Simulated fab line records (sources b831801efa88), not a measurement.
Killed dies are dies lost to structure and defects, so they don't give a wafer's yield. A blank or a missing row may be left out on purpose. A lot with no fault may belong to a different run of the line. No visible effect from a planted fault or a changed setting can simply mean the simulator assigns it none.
Matching of chambers + flow sfqLine + cmp-01 running SFQ_TRILAYER_I2_CMP_CMP_064: 4 sister chambers
The step polishes SiO2. 14 wafers are shown with their chamber, then 7 later ones without.

== EACH WAFER AND ITS CHAMBER ==
| wafer  | chamber | motorCurrentA (A) | timeToEndpointS (s) | headPressurePsi (psi) |
|--------|---------|-------------------|---------------------|-----------------------|
| L511.1 | 2       | 10.3              | 211                 | 2.993                 |
| L511.3 | 1       | 10.3              | 218                 | 2.998                 |
| L511.6 | 1       | 10.4              | 220                 | 2.997                 |
| L513.3 | 1       | 10.9              | 205                 | 3.005                 |
| L513.1 | 0       | 10.6              | 210                 | 2.994                 |
| L513.5 | 2       | 9.8               | 209                 | 2.998                 |
| L514.3 | 3       | 10.2              | 219                 | 3.001                 |
| L514.4 | 1       | 10.3              | 213                 | 3.004                 |
| L514.6 | 0       | 10.6              | 212                 | 2.999                 |
| L515.2 | 0       | 10.4              | 207                 | 2.994                 |
| L515.5 | 2       | 9.5               | 211                 | 3.004                 |
| L515.6 | 1       | 10.2              | 231                 | 3.002                 |
| L517.2 | 3       | 10.2              | 223                 | 3.002                 |
| L517.1 | 2       | 9.4               | 209                 | 2.990                 |

SIGNATURES (means of the wafers above)
| reading         | chamber 0 | chamber 1 | chamber 2 | chamber 3 | scatter within a chamber |
|-----------------|-----------|-----------|-----------|-----------|--------------------------|
| motorCurrentA   | 10.533    | 10.420    | 9.750     | 10.200    | 0.287                    |
| timeToEndpointS | 209.67    | 217.40    | 210.00    | 221.00    | 6.24                     |
| headPressurePsi | 2.99567   | 3.00120   | 2.99625   | 3.00150   | 0.00425                  |
Rule: distance of a wafer from a chamber = root of the sum over the readings of ((wafer's reading minus chamber's mean) / reading's scatter) squared. The wafer belongs to the nearest chamber; if the next one is less than 2 further off, it can't be placed. The scatter: the root of (the sum of the squares of (reading less its chamber's mean) over the shown wafers, divided by (wafers less chambers)).

== WAFERS MISSING THEIR CHAMBER ==
| wafer  | motorCurrentA (A) | timeToEndpointS (s) | headPressurePsi (psi) |
|--------|-------------------|---------------------|-----------------------|
| L517.3 | 9.8               | 221                 | 2.994                 |
| L518.1 | 10.4              | 212                 | 3.007                 |
| L518.2 | 10.7              | 212                 | 2.994                 |
| L518.3 | 10.1              | 204                 | 3.011                 |
| L524.1 | 10.4              | 211                 | 3.010                 |
| L526.1 | 10.8              | 197                 | 3.013                 |
| L526.4 | 9.8               | 213                 | 3.007                 |

== EACH ONE'S CHAMBER ==
| wafer  | from the rows above               | in truth |
|--------|-----------------------------------|----------|
| L517.3 | can't be placed: 2 or 3 or 1 or 0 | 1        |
| L518.1 | can't be placed: 1 or 3 or 0 or 2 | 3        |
| L518.2 | can't be placed: 0 or 1           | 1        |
| L518.3 | can't be placed: 1 or 3 or 2 or 0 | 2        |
| L524.1 | can't be placed: 1 or 3 or 0 or 2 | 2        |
| L526.1 | can't be placed: 1 or 0 or 3 or 2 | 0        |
| L526.4 | can't be placed: 3 or 2 or 1 or 0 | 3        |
Correctly placed: 0 of 7. Unplaceable from these rows: 7, with the true chamber sitting among the candidates in 7. Placed wrongly: 0.
